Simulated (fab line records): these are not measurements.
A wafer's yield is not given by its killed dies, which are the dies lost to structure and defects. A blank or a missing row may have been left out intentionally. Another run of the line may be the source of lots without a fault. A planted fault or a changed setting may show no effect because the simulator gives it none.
Which of the tools did it? || flow gf180mcu || 72 wafers from 24 lots sampled at 6 of the route's 602 steps

## WHAT EACH GAUGE READ, for each wafer
GF_SALICIDE_THK_MEAS_05: measures by xrf. Usual: SALICIDE_TIN_THK 19.8 nm, standard deviation 0.3.
{"lot": "L074", "measured": "day 14 20:56", "on": "film_metro-03", "SALICIDE_TIN_THK (nm)": "19.9 19.8 20.0", "flag": ""}
{"lot": "L075", "measured": "day 15 14:03", "on": "film_metro-04", "SALICIDE_TIN_THK (nm)": "20.1 19.6 19.8", "flag": ""}
{"lot": "L076", "measured": "day 15 18:42", "on": "film_metro-04", "SALICIDE_TIN_THK (nm)": "19.2 19.6 19.4", "flag": ""}
{"lot": "L077", "measured": "day 16 03:44", "on": "film_metro-03", "SALICIDE_TIN_THK (nm)": "19.3 19.4 19.7", "flag": ""}
{"lot": "L078", "measured": "day 16 21:30", "on": "film_metro-04", "SALICIDE_TIN_THK (nm)": "19.6 19.4 19.4", "flag": ""}
{"lot": "L079", "measured": "day 17 06:24", "on": "film_metro-03", "SALICIDE_TIN_THK (nm)": "20.2 20.2 20.2", "flag": ""}
{"lot": "L080", "measured": "day 17 19:00", "on": "film_metro-01", "SALICIDE_TIN_THK (nm)": "19.8 19.9 20.1", "flag": ""}
{"lot": "L081", "measured": "day 18 01:34", "on": "film_metro-04", "SALICIDE_TIN_THK (nm)": "20.1 20.4 20.4", "flag": ""}
{"lot": "L082", "measured": "day 18 04:23", "on": "film_metro-01", "SALICIDE_TIN_THK (nm)": "19.5 19.8 19.6", "flag": ""}
{"lot": "L083", "measured": "day 18 12:49", "on": "film_metro-03", "SALICIDE_TIN_THK (nm)": "20.4 19.8 20.1", "flag": ""}
{"lot": "L084", "measured": "day 18 18:49", "on": "film_metro-01", "SALICIDE_TIN_THK (nm)": "19.8 19.6 19.6", "flag": ""}
{"lot": "L085", "measured": "day 19 09:44", "on": "film_metro-04", "SALICIDE_TIN_THK (nm)": "19.5 20.0 19.6", "flag": ""}
{"lot": "L086", "measured": "day 19 15:31", "on": "film_metro-04", "SALICIDE_TIN_THK (nm)": "20.0 19.5 19.8", "flag": ""}
{"lot": "L087", "measured": "day 19 21:44", "on": "film_metro-01", "SALICIDE_TIN_THK (nm)": "19.7 19.4 19.9", "flag": ""}
{"lot": "L088", "measured": "day 20 13:50", "on": "film_metro-01", "SALICIDE_TIN_THK (nm)": "19.4 19.8 19.6", "flag": ""}
{"lot": "L089", "measured": "day 21 02:11", "on": "film_metro-01", "SALICIDE_TIN_THK (nm)": "20.0 20.1 19.9", "flag": ""}
{"lot": "L090", "measured": "day 21 04:17", "on": "film_metro-01", "SALICIDE_TIN_THK (nm)": "19.7 19.8 19.8", "flag": ""}
{"lot": "L091", "measured": "day 21 10:16", "on": "film_metro-01", "SALICIDE_TIN_THK (nm)": "19.4 19.3 19.6", "flag": ""}
{"lot": "L092", "measured": "day 21 17:23", "on": "film_metro-03", "SALICIDE_TIN_THK (nm)": "19.9 19.7 20.0", "flag": ""}
{"lot": "L093", "measured": "day 22 02:38", "on": "film_metro-04", "SALICIDE_TIN_THK (nm)": "19.8 19.4 19.7", "flag": ""}
{"lot": "L094", "measured": "day 22 08:40", "on": "film_metro-01", "SALICIDE_TIN_THK (nm)": "19.8 19.2 19.1", "flag": ""}
{"lot": "L095", "measured": "day 22 16:44", "on": "film_metro-03", "SALICIDE_TIN_THK (nm)": "20.0 19.9 20.2", "flag": ""}
{"lot": "L096", "measured": "day 22 20:02", "on": "film_metro-03", "SALICIDE_TIN_THK (nm)": "19.7 20.1 19.7", "flag": ""}
{"lot": "L097", "measured": "day 23 04:59", "on": "film_metro-04", "SALICIDE_TIN_THK (nm)": "19.1 19.6 19.2", "flag": ""}

GF_M2_RS_MEAS_05: the measuring method here is four-point-probe. Usual: M2_ALCU_RS 0.0694 ohm/sq, standard deviation 0.00077.
{"lot": "L074", "measured": "day 18 02:58", "on": "film_metro-03", "M2_ALCU_RS (ohm/sq)": "0.0686 0.0701 0.0685", "flag": ""}
{"lot": "L075", "measured": "day 18 15:01", "on": "film_metro-04", "M2_ALCU_RS (ohm/sq)": "0.0685 0.0675 0.0686", "flag": ""}
{"lot": "L076", "measured": "day 18 22:19", "on": "film_metro-04", "M2_ALCU_RS (ohm/sq)": "0.0698 0.0692 0.0699", "flag": ""}
{"lot": "L077", "measured": "day 19 08:05", "on": "film_metro-01", "M2_ALCU_RS (ohm/sq)": "0.0699 0.0705 0.0700", "flag": ""}
{"lot": "L078", "measured": "day 20 05:41", "on": "film_metro-01", "M2_ALCU_RS (ohm/sq)": "0.0699 0.0696 0.0712", "flag": ""}
{"lot": "L079", "measured": "day 20 12:22", "on": "film_metro-01", "M2_ALCU_RS (ohm/sq)": "0.0709 0.0706 0.0708", "flag": ""}
{"lot": "L080", "measured": "day 21 00:44", "on": "film_metro-04", "M2_ALCU_RS (ohm/sq)": "0.0695 0.0682 0.0681", "flag": ""}
{"lot": "L081", "measured": "day 21 07:16", "on": "film_metro-04", "M2_ALCU_RS (ohm/sq)": "0.0690 0.0696 0.0688", "flag": ""}
{"lot": "L082", "measured": "day 21 11:05", "on": "film_metro-01", "M2_ALCU_RS (ohm/sq)": "0.0691 0.0698 0.0692", "flag": ""}
{"lot": "L083", "measured": "day 21 18:58", "on": "film_metro-03", "M2_ALCU_RS (ohm/sq)": "0.0691 0.0692 0.0689", "flag": ""}
{"lot": "L084", "measured": "day 22 01:05", "on": "film_metro-03", "M2_ALCU_RS (ohm/sq)": "0.0696 0.0693 0.0694", "flag": ""}
{"lot": "L085", "measured": "day 22 15:01", "on": "film_metro-01", "M2_ALCU_RS (ohm/sq)": "0.0693 0.0704 0.0706", "flag": ""}
{"lot": "L086", "measured": "day 22 20:44", "on": "film_metro-01", "M2_ALCU_RS (ohm/sq)": "0.0691 0.0693 0.0690", "flag": ""}
{"lot": "L087", "measured": "day 23 03:12", "on": "film_metro-04", "M2_ALCU_RS (ohm/sq)": "0.0701 0.0693 0.0705", "flag": ""}
{"lot": "L088", "measured": "day 23 17:36", "on": "film_metro-04", "M2_ALCU_RS (ohm/sq)": "0.0696 0.0692 0.0694", "flag": ""}
{"lot": "L089", "measured": "day 24 06:07", "on": "film_metro-03", "M2_ALCU_RS (ohm/sq)": "0.0696 0.0689 0.0689", "flag": ""}
{"lot": "L090", "measured": "day 24 07:11", "on": "film_metro-01", "M2_ALCU_RS (ohm/sq)": "0.0699 0.0700 0.0703", "flag": ""}
{"lot": "L091", "measured": "day 24 13:24", "on": "film_metro-01", "M2_ALCU_RS (ohm/sq)": "0.0698 0.0698 0.0704", "flag": ""}
{"lot": "L092", "measured": "day 24 20:03", "on": "film_metro-04", "M2_ALCU_RS (ohm/sq)": "0.0701 0.0705 0.0705", "flag": ""}
{"lot": "L093", "measured": "day 25 04:59", "on": "film_metro-04", "M2_ALCU_RS (ohm/sq)": "0.0674 0.0681 0.0684", "flag": ""}
{"lot": "L094", "measured": "day 25 09:39", "on": "film_metro-03", "M2_ALCU_RS (ohm/sq)": "0.0698 0.0701 0.0693", "flag": ""}
{"lot": "L095", "measured": "day 25 14:58", "on": "film_metro-04", "M2_ALCU_RS (ohm/sq)": "0.0686 0.0687 0.0689", "flag": ""}
{"lot": "L096", "measured": "day 25 21:09", "on": "film_metro-04", "M2_ALCU_RS (ohm/sq)": "0.0695 0.0683 0.0686", "flag": ""}
{"lot": "L097", "measured": "day 26 03:47", "on": "film_metro-04", "M2_ALCU_RS (ohm/sq)": "0.0700 0.0697 0.0695", "flag": ""}

GF_M4_OVL_MEAS_15. Usual: M4_OVL 1 nm, standard deviation 5.3.
{"lot": "L074", "measured": "day 23 06:35", "on": "overlay-02", "M4_OVL (nm)": "3 8 12", "flag": ""}
{"lot": "L075", "measured": "day 23 19:32", "on": "overlay-02", "M4_OVL (nm)": "1 9 9", "flag": ""}
{"lot": "L076", "measured": "day 24 03:19", "on": "overlay-02", "M4_OVL (nm)": "8 10 4", "flag": ""}
{"lot": "L077", "measured": "day 24 11:52", "on": "overlay-02", "M4_OVL (nm)": "-6 -1 -5", "flag": ""}
{"lot": "L078", "measured": "day 25 06:53", "on": "overlay-02", "M4_OVL (nm)": "-3 1 -3", "flag": ""}
{"lot": "L079", "measured": "day 25 12:47", "on": "overlay-02", "M4_OVL (nm)": "-2 4 -2", "flag": ""}
{"lot": "L080", "measured": "day 26 03:55", "on": "overlay-02", "M4_OVL (nm)": "-3 3 -1", "flag": ""}
{"lot": "L081", "measured": "day 26 06:53", "on": "overlay-02", "M4_OVL (nm)": "2 11 8", "flag": ""}
{"lot": "L082", "measured": "day 26 09:20", "on": "overlay-02", "M4_OVL (nm)": "-4 1 -1", "flag": ""}
{"lot": "L083", "measured": "day 26 16:23", "on": "overlay-02", "M4_OVL (nm)": "5 4 4", "flag": ""}
{"lot": "L084", "measured": "day 26 21:56", "on": "overlay-02", "M4_OVL (nm)": "4 1 -1", "flag": ""}
{"lot": "L085", "measured": "day 27 10:41", "on": "overlay-02", "M4_OVL (nm)": "-6 -3 -9", "flag": ""}
{"lot": "L086", "measured": "day 27 15:37", "on": "overlay-02", "M4_OVL (nm)": "-11 0 -7", "flag": ""}
{"lot": "L087", "measured": "day 27 20:59", "on": "overlay-02", "M4_OVL (nm)": "4 3 7", "flag": ""}
{"lot": "L088", "measured": "day 28 08:44", "on": "overlay-02", "M4_OVL (nm)": "9 1 3", "flag": ""}
{"lot": "L089", "measured": "day 28 20:26", "on": "overlay-02", "M4_OVL (nm)": "11 -6 6", "flag": ""}
{"lot": "L090", "measured": "day 28 20:47", "on": "overlay-01", "M4_OVL (nm)": "0 5 -2", "flag": ""}
{"lot": "L091", "measured": "day 29 01:35", "on": "overlay-01", "M4_OVL (nm)": "4 -5 -2", "flag": ""}
{"lot": "L092", "measured": "day 29 07:50", "on": "overlay-02", "M4_OVL (nm)": "6 -2 -5", "flag": ""}
{"lot": "L093", "measured": "day 29 15:08", "on": "overlay-01", "M4_OVL (nm)": "0 1 6", "flag": ""}
{"lot": "L094", "measured": "day 29 19:35", "on": "overlay-01", "M4_OVL (nm)": "-1 2 -1", "flag": ""}
{"lot": "L095", "measured": "day 30 01:14", "on": "overlay-01", "M4_OVL (nm)": "3 8 6", "flag": ""}
{"lot": "L096", "measured": "day 30 05:41", "on": "overlay-02", "M4_OVL (nm)": "1 -13 -5", "flag": ""}
{"lot": "L097", "measured": "day 30 11:25", "on": "overlay-01", "M4_OVL (nm)": "-3 0 -6", "flag": ""}

GF_V4_CD_MEAS_14: the cd target is 260 nm. Usual: cd_nm 260.1 nm, standard deviation 1.2.
{"lot": "L074", "measured": "day 24 06:16", "on": "cd_sem-01", "cd_nm (nm)": "260.5 261.5 260.2", "flag": ""}
{"lot": "L075", "measured": "day 24 19:45", "on": "cd_sem-01", "cd_nm (nm)": "261.9 262.6 261.9", "flag": ""}
{"lot": "L076", "measured": "day 25 02:09", "on": "cd_sem-02", "cd_nm (nm)": "260.7 259.6 260.4", "flag": ""}
{"lot": "L077", "measured": "day 25 10:55", "on": "cd_sem-01", "cd_nm (nm)": "258.8 260.9 259.7", "flag": ""}
{"lot": "L078", "measured": "day 26 05:11", "on": "cd_sem-02", "cd_nm (nm)": "261.5 261.6 260.8", "flag": ""}
{"lot": "L079", "measured": "day 26 10:43", "on": "cd_sem-01", "cd_nm (nm)": "258.9 259.9 259.3", "flag": ""}
{"lot": "L080", "measured": "day 27 02:00", "on": "cd_sem-02", "cd_nm (nm)": "256.1 257.9 257.8", "flag": ""}
{"lot": "L081", "measured": "day 27 05:08", "on": "cd_sem-01", "cd_nm (nm)": "259.3 260.0 260.4", "flag": ""}
{"lot": "L082", "measured": "day 27 07:37", "on": "cd_sem-02", "cd_nm (nm)": "258.6 259.6 257.7", "flag": ""}
{"lot": "L083", "measured": "day 27 14:30", "on": "cd_sem-01", "cd_nm (nm)": "261.9 260.8 262.0", "flag": ""}
{"lot": "L084", "measured": "day 27 19:22", "on": "cd_sem-01", "cd_nm (nm)": "261.0 260.9 260.6", "flag": ""}
{"lot": "L085", "measured": "day 28 07:40", "on": "cd_sem-01", "cd_nm (nm)": "258.3 260.2 259.6", "flag": ""}
{"lot": "L086", "measured": "day 28 12:43", "on": "cd_sem-02", "cd_nm (nm)": "260.9 262.4 260.9", "flag": ""}
{"lot": "L087", "measured": "day 28 16:50", "on": "cd_sem-02", "cd_nm (nm)": "260.3 260.6 260.4", "flag": ""}
{"lot": "L088", "measured": "day 29 04:59", "on": "cd_sem-01", "cd_nm (nm)": "258.6 259.1 259.1", "flag": ""}
{"lot": "L089", "measured": "day 29 15:50", "on": "cd_sem-02", "cd_nm (nm)": "260.6 259.4 259.7", "flag": ""}
{"lot": "L090", "measured": "day 29 17:22", "on": "cd_sem-02", "cd_nm (nm)": "258.0 258.1 259.7", "flag": ""}
{"lot": "L091", "measured": "day 29 21:40", "on": "cd_sem-02", "cd_nm (nm)": "260.7 260.6 258.8", "flag": ""}
{"lot": "L092", "measured": "day 30 04:25", "on": "cd_sem-01", "cd_nm (nm)": "260.0 258.8 261.4", "flag": ""}
{"lot": "L093", "measured": "day 30 10:23", "on": "cd_sem-02", "cd_nm (nm)": "259.0 260.7 259.6", "flag": ""}
{"lot": "L094", "measured": "day 30 15:10", "on": "cd_sem-02", "cd_nm (nm)": "260.4 260.9 259.9", "flag": ""}
{"lot": "L095", "measured": "day 30 21:31", "on": "cd_sem-02", "cd_nm (nm)": "261.3 262.1 261.3", "flag": ""}
{"lot": "L096", "measured": "day 31 00:58", "on": "cd_sem-01", "cd_nm (nm)": "261.0 259.5 260.8", "flag": ""}
{"lot": "L097", "measured": "day 31 07:48", "on": "cd_sem-01", "cd_nm (nm)": "258.4 259.9 259.7", "flag": ""}

GF_MIM_RS_MEAS_10: the measuring method here is four-point-probe. Usual: MIM_ALCU_RS 0.1601 ohm/sq, standard deviation 0.0014.
{"lot": "L074", "measured": "day 24 08:18", "on": "film_metro-02", "MIM_ALCU_RS (ohm/sq)": "0.1586 0.1602 0.1619", "flag": ""}
{"lot": "L075", "measured": "day 24 21:49", "on": "film_metro-02", "MIM_ALCU_RS (ohm/sq)": "0.1628 0.1632 0.1627", "flag": ""}
{"lot": "L076", "measured": "day 25 04:14", "on": "film_metro-02", "MIM_ALCU_RS (ohm/sq)": "0.1600 0.1606 0.1624", "flag": ""}
{"lot": "L077", "measured": "day 25 12:58", "on": "film_metro-02", "MIM_ALCU_RS (ohm/sq)": "0.1582 0.1595 0.1586", "flag": ""}
{"lot": "L078", "measured": "day 26 07:10", "on": "film_metro-02", "MIM_ALCU_RS (ohm/sq)": "0.1592 0.1598 0.1622", "flag": ""}
{"lot": "L079", "measured": "day 26 12:44", "on": "film_metro-01", "MIM_ALCU_RS (ohm/sq)": "0.1611 0.1601 0.1584", "flag": ""}
{"lot": "L080", "measured": "day 27 04:20", "on": "film_metro-02", "MIM_ALCU_RS (ohm/sq)": "0.1590 0.1589 0.1613", "flag": ""}
{"lot": "L081", "measured": "day 27 07:04", "on": "film_metro-03", "MIM_ALCU_RS (ohm/sq)": "0.1611 0.1613 0.1612", "flag": ""}
{"lot": "L082", "measured": "day 27 09:38", "on": "film_metro-02", "MIM_ALCU_RS (ohm/sq)": "0.1611 0.1622 0.1592", "flag": ""}
{"lot": "L083", "measured": "day 27 16:29", "on": "film_metro-01", "MIM_ALCU_RS (ohm/sq)": "0.1591 0.1572 0.1597", "flag": ""}
{"lot": "L084", "measured": "day 27 21:19", "on": "film_metro-03", "MIM_ALCU_RS (ohm/sq)": "0.1596 0.1613 0.1598", "flag": ""}
{"lot": "L085", "measured": "day 28 09:50", "on": "film_metro-01", "MIM_ALCU_RS (ohm/sq)": "0.1609 0.1610 0.1609", "flag": ""}
{"lot": "L086", "measured": "day 28 14:38", "on": "film_metro-02", "MIM_ALCU_RS (ohm/sq)": "0.1579 0.1566 0.1583", "flag": ""}
{"lot": "L087", "measured": "day 28 18:48", "on": "film_metro-01", "MIM_ALCU_RS (ohm/sq)": "0.1606 0.1586 0.1613", "flag": ""}
{"lot": "L088", "measured": "day 29 06:56", "on": "film_metro-01", "MIM_ALCU_RS (ohm/sq)": "0.1596 0.1601 0.1590", "flag": ""}
{"lot": "L089", "measured": "day 29 17:46", "on": "film_metro-03", "MIM_ALCU_RS (ohm/sq)": "0.1600 0.1612 0.1604", "flag": ""}
{"lot": "L090", "measured": "day 29 19:18", "on": "film_metro-03", "MIM_ALCU_RS (ohm/sq)": "0.1575 0.1592 0.1589", "flag": ""}
{"lot": "L091", "measured": "day 29 23:43", "on": "film_metro-01", "MIM_ALCU_RS (ohm/sq)": "0.1612 0.1596 0.1603", "flag": ""}
{"lot": "L092", "measured": "day 30 06:23", "on": "film_metro-03", "MIM_ALCU_RS (ohm/sq)": "0.1601 0.1589 0.1614", "flag": ""}
{"lot": "L093", "measured": "day 30 12:20", "on": "film_metro-01", "MIM_ALCU_RS (ohm/sq)": "0.1597 0.1597 0.1581", "flag": ""}
{"lot": "L094", "measured": "day 30 17:06", "on": "film_metro-01", "MIM_ALCU_RS (ohm/sq)": "0.1581 0.1574 0.1586", "flag": ""}
{"lot": "L095", "measured": "day 30 23:27", "on": "film_metro-01", "MIM_ALCU_RS (ohm/sq)": "0.1596 0.1590 0.1582", "flag": ""}
{"lot": "L096", "measured": "day 31 02:59", "on": "film_metro-01", "MIM_ALCU_RS (ohm/sq)": "0.1617 0.1608 0.1609", "flag": ""}
{"lot": "L097", "measured": "day 31 09:44", "on": "film_metro-02", "MIM_ALCU_RS (ohm/sq)": "0.1602 0.1622 0.1630", "flag": ""}

## WHICH TOOL RAN EACH LOT (tool, then ch and the chambers of the sampled wafers, then the start)
{"lot": "L074", "GF_V1_CMP_04": "cmp-01 ch 0,2, day 17 01:34"}
{"lot": "L075", "GF_V1_CMP_04": "cmp-02 ch 0,2, day 17 13:59"}
{"lot": "L076", "GF_V1_CMP_04": "cmp-01 ch 1,2,3, day 17 20:38"}
{"lot": "L077", "GF_V1_CMP_04": "cmp-01 ch 1,3, day 18 05:25"}
{"lot": "L078", "GF_V1_CMP_04": "cmp-01 ch 1,2,3, day 19 04:05"}
{"lot": "L079", "GF_V1_CMP_04": "cmp-02 ch 0,1,2, day 19 10:14"}
{"lot": "L080", "GF_V1_CMP_04": "cmp-01 ch 0,2,3, day 19 22:24"}
{"lot": "L081", "GF_V1_CMP_04": "cmp-02 ch 1,3, day 20 05:10"}
{"lot": "L082", "GF_V1_CMP_04": "cmp-01 ch 0,1,2, day 20 08:49"}
{"lot": "L083", "GF_V1_CMP_04": "cmp-02 ch 2,3, day 20 16:44"}
{"lot": "L084", "GF_V1_CMP_04": "cmp-02 ch 0,3, day 20 23:11"}
{"lot": "L085", "GF_V1_CMP_04": "cmp-02 ch 0,1, day 21 13:22"}
{"lot": "L086", "GF_V1_CMP_04": "cmp-01 ch 0,2,3, day 21 19:12"}
{"lot": "L087", "GF_V1_CMP_04": "cmp-01 ch 2,3, day 22 01:46"}
{"lot": "L088", "GF_V1_CMP_04": "cmp-02 ch 1,2, day 22 17:29"}
{"lot": "L089", "GF_V1_CMP_04": "cmp-01 ch 2,3, day 23 05:47"}
{"lot": "L090", "GF_V1_CMP_04": "cmp-02 ch 0,1,2, day 23 06:55"}
{"lot": "L091", "GF_V1_CMP_04": "cmp-01 ch 0,3, day 23 12:41"}
{"lot": "L092", "GF_V1_CMP_04": "cmp-01 ch 0,1,2, day 23 19:38"}
{"lot": "L093", "GF_V1_CMP_04": "cmp-01 ch 0,1,2, day 24 04:44"}
{"lot": "L094", "GF_V1_CMP_04": "cmp-01 ch 0,1,3, day 24 10:16"}
{"lot": "L095", "GF_V1_CMP_04": "cmp-01 ch 0,2,3, day 24 15:22"}
{"lot": "L096", "GF_V1_CMP_04": "cmp-02 ch 0,1,3, day 24 20:42"}
{"lot": "L097", "GF_V1_CMP_04": "cmp-02 ch 0,1,3, day 25 05:00"}
- GF_V1_CMP_04: polishes SiO2.

## AS READ BY THE TOOLS THEMSELVES (means over the sampled wafers that have a number; for cases with no such wafer, the mark the record gives instead)
GF_V1_CMP_04. Usual: edge_zone_pressure_frac 1.001, standard deviation 0.0052; motor_current_A 12.5 A, standard deviation 1.6; time_to_endpoint_s 79 s, standard deviation 5.9.
{"lot": "L074", "tool": "cmp-01", "edge_zone_pressure_frac": 0.999, "motor_current_A (A)": 12.3, "time_to_endpoint_s (s)": 74, "flag": ""}
{"lot": "L075", "tool": "cmp-02", "edge_zone_pressure_frac": 1.003, "motor_current_A (A)": 13.1, "time_to_endpoint_s (s)": 74, "flag": ""}
{"lot": "L076", "tool": "cmp-01", "edge_zone_pressure_frac": 1.002, "motor_current_A (A)": 11.8, "time_to_endpoint_s (s)": 75, "flag": ""}
{"lot": "L077", "tool": "cmp-01", "edge_zone_pressure_frac": 0.997, "motor_current_A (A)": 12.2, "time_to_endpoint_s (s)": 81, "flag": ""}
{"lot": "L078", "tool": "cmp-01", "edge_zone_pressure_frac": 1.002, "motor_current_A (A)": 12.0, "time_to_endpoint_s (s)": 76, "flag": ""}
{"lot": "L079", "tool": "cmp-02", "edge_zone_pressure_frac": 1.003, "motor_current_A (A)": 12.6, "time_to_endpoint_s (s)": 77, "flag": ""}
{"lot": "L080", "tool": "cmp-01", "edge_zone_pressure_frac": 1.003, "motor_current_A (A)": 12.1, "time_to_endpoint_s (s)": 79, "flag": ""}
{"lot": "L081", "tool": "cmp-02", "edge_zone_pressure_frac": 1.007, "motor_current_A (A)": 11.3, "time_to_endpoint_s (s)": 86, "flag": ""}
{"lot": "L082", "tool": "cmp-01", "edge_zone_pressure_frac": 1.001, "motor_current_A (A)": 13.0, "time_to_endpoint_s (s)": 75, "flag": ""}
{"lot": "L083", "tool": "cmp-02", "edge_zone_pressure_frac": 0.997, "motor_current_A (A)": 13.6, "time_to_endpoint_s (s)": 83, "flag": ""}
{"lot": "L084", "tool": "cmp-02", "edge_zone_pressure_frac": 0.998, "motor_current_A (A)": 12.1, "time_to_endpoint_s (s)": 82, "flag": ""}
{"lot": "L085", "tool": "cmp-02", "edge_zone_pressure_frac": 1.000, "motor_current_A (A)": 11.6, "time_to_endpoint_s (s)": 77, "flag": ""}
{"lot": "L086", "tool": "cmp-01", "edge_zone_pressure_frac": 1.000, "motor_current_A (A)": 12.1, "time_to_endpoint_s (s)": 77, "flag": ""}
{"lot": "L087", "tool": "cmp-01", "edge_zone_pressure_frac": 0.997, "motor_current_A (A)": 11.2, "time_to_endpoint_s (s)": 73, "flag": ""}
{"lot": "L088", "tool": "cmp-02", "edge_zone_pressure_frac": 1.001, "motor_current_A (A)": 14.2, "time_to_endpoint_s (s)": 76, "flag": ""}
{"lot": "L089", "tool": "cmp-01", "edge_zone_pressure_frac": 0.999, "motor_current_A (A)": 11.2, "time_to_endpoint_s (s)": 76, "flag": ""}
{"lot": "L090", "tool": "cmp-02", "edge_zone_pressure_frac": 1.001, "motor_current_A (A)": 12.7, "time_to_endpoint_s (s)": 83, "flag": ""}
{"lot": "L091", "tool": "cmp-01", "edge_zone_pressure_frac": 0.997, "motor_current_A (A)": 12.3, "time_to_endpoint_s (s)": 86, "flag": ""}
{"lot": "L092", "tool": "cmp-01", "edge_zone_pressure_frac": 1.002, "motor_current_A (A)": 13.1, "time_to_endpoint_s (s)": 85, "flag": ""}
{"lot": "L093", "tool": "cmp-01", "edge_zone_pressure_frac": 1.002, "motor_current_A (A)": 12.6, "time_to_endpoint_s (s)": 86, "flag": ""}
{"lot": "L094", "tool": "cmp-01", "edge_zone_pressure_frac": 0.998, "motor_current_A (A)": 12.2, "time_to_endpoint_s (s)": 78, "flag": ""}
{"lot": "L095", "tool": "cmp-01", "edge_zone_pressure_frac": 1.001, "motor_current_A (A)": 12.0, "time_to_endpoint_s (s)": 85, "flag": ""}
{"lot": "L096", "tool": "cmp-02", "edge_zone_pressure_frac": 1.001, "motor_current_A (A)": 11.9, "time_to_endpoint_s (s)": 81, "flag": ""}
{"lot": "L097", "tool": "cmp-02", "edge_zone_pressure_frac": 1.000, "motor_current_A (A)": 11.8, "time_to_endpoint_s (s)": 78, "flag": ""}

## THE ANSWER, worked out from the rows above alone
Rule: lot off if the mean of its wafers having a number is beyond 3 standard deviations from the usual mean. A lot without any number at a reading at which 4 lots or more have one is off too. All remaining lots with rows at the step are treated as sound. First the gauges in route order, then the tools' own readings, where a lot's mean is used as printed above. At the first step where some lot is off, the reading lying furthest off is the one used; lots without a number count as furthest.
Across all readings shown, no lot is off: no conclusion can be drawn from this.

## WHAT HAD BEEN PUT IN BY THE SIMULATOR
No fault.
